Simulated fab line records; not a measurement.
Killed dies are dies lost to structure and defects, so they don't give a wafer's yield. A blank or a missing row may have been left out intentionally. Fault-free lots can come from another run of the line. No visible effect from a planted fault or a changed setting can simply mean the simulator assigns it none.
Matching of chambers	flow sky130	SKY_VIA1_CMP_24 on cmp-02 has 4 sister chambers
The step polishes, stops on SiO2, t overpolish 15 s, target thk 0 nm. 14 wafers are shown with their chamber, then 6 later ones without.

EACH WAFER AND ITS CHAMBER
wafer	chamber	motor-current-A (A)	time-to-endpoint-s (s)	overpolish-run-s (s)
L582.1	1	11.1	58.6	14.992
L582.4	0	11.6	60.2	15.003
L582.5	1	11.8	61.9	15.002
L584.1	0	11.2	63.6	15.008
L584.2	1	11.0	61.2	14.989
L584.6	3	10.3	61.5	15.009
L585.4	2	8.2	61.7	14.999
L585.5	0	10.9	60.5	14.992
L585.6	3	9.7	60.7	15.000
L588.1	3	10.1	65.8	15.004
L588.4	2	7.4	69.2	14.997
L588.6	0	11.2	64.9	14.993
L589.2	1	11.0	60.0	15.003
L589.5	2	7.5	63.6	14.990

SIGNATURES (means of the wafers above)
reading	chamber 0	chamber 1	chamber 2	chamber 3	scatter within a chamber
motor-current-A	11.225	11.225	7.700	10.033	0.355
time-to-endpoint-s	62.300	60.425	64.833	62.667	2.6
overpolish-run-s	14.99900	14.99650	14.99533	15.00433	0.00645
Rule: a wafer's distance from a chamber is the root of the sum, over the readings, of the square of ((its reading less the chamber's mean) divided by the reading's scatter). The wafer belongs to the nearest chamber; if the next one is less than 2 further off, it can't be placed. How the scatter is found: for the shown wafers, subtract from each reading the mean of its chamber, square and add these, divide the total by (wafers less chambers), then take the root.

WAFERS WITHOUT THEIR CHAMBER
wafer	motor-current-A (A)	time-to-endpoint-s (s)	overpolish-run-s (s)
L589.6	11.1	61.8	15.004
L594.1	12.6	62.1	15.016
L594.2	10.3	62.9	15.011
L594.5	10.1	62.6	15.011
L596.2	11.5	64.6	15.002
L596.3	8.3	64.1	15.001

THE CHAMBER EACH PASSED THROUGH
wafer	from the rows above	in truth
L589.6	can't be placed: 0 or 1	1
L594.1	can't be placed: 0 or 1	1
L594.2	can't be placed: 3 or 0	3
L594.5	3	3
L596.2	can't be placed: 0 or 1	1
L596.3	2	2
Correctly placed: 2 of 6. From these rows, 4 cannot be placed; in 4 the true chamber is one of the candidates. Wrongly placed: 0.
